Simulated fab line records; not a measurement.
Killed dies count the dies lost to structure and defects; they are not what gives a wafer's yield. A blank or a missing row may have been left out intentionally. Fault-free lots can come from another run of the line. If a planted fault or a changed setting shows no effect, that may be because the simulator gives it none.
Which tool did it? + flow gf180mcu + Sampling: 14 lots, 42 wafers, 4 of 602 route steps

## WHAT THE GAUGES READ, wafer by wafer
GF_V5_OVL_MEAS_15.
| lot  | measured     | on         | V5_OVL (nm) |
|------|--------------|------------|-------------|
| L484 | day 28 16:00 | overlay-02 | 4 7 12      |
| L485 | day 28 18:53 | overlay-02 | -6 -4 -10   |
| L487 | day 29 09:59 | overlay-02 | -7 -3 -3    |
| L486 | day 29 10:20 | overlay-01 | 5 5 -1      |
| L489 | day 29 22:40 | overlay-02 | -1 0 4      |
| L490 | day 30 10:33 | overlay-02 | -7 -4 -7    |
| L491 | day 30 13:50 | overlay-01 | -10 -15 -12 |
| L492 | day 30 22:44 | overlay-02 | -6 -7 -7    |
| L493 | day 31 07:29 | overlay-02 | -11 -11 -13 |
| L494 | day 31 12:32 | overlay-01 | 1 4 0       |
| L495 | day 31 14:35 | overlay-02 | -8 -9 -5    |
| L496 | day 31 23:59 | overlay-01 | 1 -7 -3     |
| L497 | day 32 07:58 | overlay-02 | -3 0 -5     |
| L503 | day 33 09:29 | overlay-02 | -2 -5 -3    |

GF_V5_RS_MEAS_24: measures by four-point-probe.
| lot  | measured     | on            | V5_W_RS (ohm/sq)  |
|------|--------------|---------------|-------------------|
| L484 | day 28 16:56 | film metro-03 | 0.328 0.324 0.328 |
| L485 | day 28 19:53 | film metro-04 | 0.327 0.331 0.328 |
| L487 | day 29 10:59 | film metro-03 | 0.328 0.325 0.328 |
| L486 | day 29 11:20 | film metro-03 | 0.322 0.322 0.323 |
| L489 | day 29 23:39 | film metro-04 | 0.322 0.320 0.323 |
| L490 | day 30 11:32 | film metro-04 | 0.330 0.328 0.328 |
| L491 | day 30 14:46 | film metro-01 | 0.324 0.324 0.327 |
| L492 | day 30 23:43 | film metro-01 | 0.328 0.329 0.330 |
| L493 | day 31 08:28 | film metro-04 | 0.325 0.321 0.321 |
| L494 | day 31 13:29 | film metro-04 | 0.326 0.327 0.327 |
| L495 | day 31 15:34 | film metro-03 | 0.322 0.319 0.325 |
| L496 | day 32 00:58 | film metro-04 | 0.320 0.328 0.328 |
| L497 | day 32 08:58 | film metro-01 | 0.329 0.328 0.334 |
| L503 | day 33 10:26 | film metro-04 | 0.322 0.325 0.324 |

GF_V5_THK_MEAS_25: measures by xrf.
| lot  | measured     | on            | V5_W_THK (nm) |
|------|--------------|---------------|---------------|
| L484 | day 28 17:04 | film metro-03 | 335 337 333   |
| L485 | day 28 20:00 | film metro-04 | 335 333 336   |
| L487 | day 29 11:05 | film metro-03 | 337 342 336   |
| L486 | day 29 11:26 | film metro-03 | 341 342 343   |
| L489 | day 29 23:45 | film metro-04 | 340 340 340   |
| L490 | day 30 11:39 | film metro-04 | 332 332 333   |
| L491 | day 30 14:53 | film metro-01 | 339 339 337   |
| L492 | day 30 23:50 | film metro-01 | 334 334 332   |
| L493 | day 31 08:35 | film metro-04 | 338 341 341   |
| L494 | day 31 13:36 | film metro-04 | 333 336 336   |
| L495 | day 31 15:41 | film metro-03 | 339 342 338   |
| L496 | day 32 01:05 | film metro-04 | 341 333 333   |
| L497 | day 32 09:04 | film metro-01 | 332 333 327   |
| L503 | day 33 10:34 | film metro-04 | 339 335 336   |

## WHAT TOOL EACH LOT RAN ON (gives the tool, then ch and the chambers of the sampled wafers, and finally the start)
| lot  | GF_V5_SPUTTER_21             |
|------|------------------------------|
| L484 | pvd sputter-03, day 28 16:44 |
| L485 | pvd sputter-04, day 28 19:40 |
| L487 | pvd sputter-03, day 29 10:44 |
| L486 | pvd sputter-04, day 29 11:05 |
| L489 | pvd sputter-03, day 29 23:23 |
| L490 | pvd sputter-03, day 30 11:19 |
| L491 | pvd sputter-04, day 30 14:34 |
| L492 | pvd sputter-04, day 30 23:31 |
| L493 | pvd sputter-04, day 31 08:14 |
| L494 | pvd sputter-04, day 31 13:16 |
| L495 | pvd sputter-02, day 31 15:22 |
| L496 | pvd sputter-04, day 32 00:44 |
| L497 | pvd sputter-02, day 32 08:43 |
| L503 | pvd sputter-02, day 33 10:13 |
- GF_V5_SPUTTER_21: material Ti, target thk 15 nm, time 80.02 s.

## AS READ BY THE TOOLS THEMSELVES (means over the sampled wafers that have a number; for cases with no such wafer, the mark the record gives instead)
GF_V5_SPUTTER_21.
| lot  | tool           | throttle valve pct (%) |
|------|----------------|------------------------|
| L484 | pvd sputter-03 | 31.0                   |
| L485 | pvd sputter-04 | 27.9                   |
| L487 | pvd sputter-03 | 30.9                   |
| L486 | pvd sputter-04 | 29.1                   |
| L489 | pvd sputter-03 | 30.7                   |
| L490 | pvd sputter-03 | 30.6                   |
| L491 | pvd sputter-04 | 29.0                   |
| L492 | pvd sputter-04 | 28.9                   |
| L493 | pvd sputter-04 | 30.7                   |
| L494 | pvd sputter-04 | 28.9                   |
| L495 | pvd sputter-02 | 30.7                   |
| L496 | pvd sputter-04 | 29.9                   |
| L497 | pvd sputter-02 | 31.2                   |
| L503 | pvd sputter-02 | 30.8                   |

## THE ANSWER, worked out from the rows above alone
Rule: what is usual is taken from the lots themselves. The widest of any qualifying gaps counts: lots, ordered by their means at a reading, are off when they make up no more than a third of the lots, leave a main group of 4 or more, and stand apart from it by 3 or more times the standard deviation of that group's means. Not used: any main group whose means are identical at the precision the tables above print for the reading. Also off: a lot with no number at a reading for which 4 or more lots have one. Where the step has rows for the other lots, those lots are counted as sound. Order of review: gauges by route order, followed by the tools' own readings, for which a lot's mean as printed above is used. The first step at which some lot is off is used, and at that step the reading that is off furthest; a lot without a number counts as furthest.
No lot is off at any reading shown: from this, nothing can be told.

## WHAT WAS PUT IN BY THE SIMULATOR
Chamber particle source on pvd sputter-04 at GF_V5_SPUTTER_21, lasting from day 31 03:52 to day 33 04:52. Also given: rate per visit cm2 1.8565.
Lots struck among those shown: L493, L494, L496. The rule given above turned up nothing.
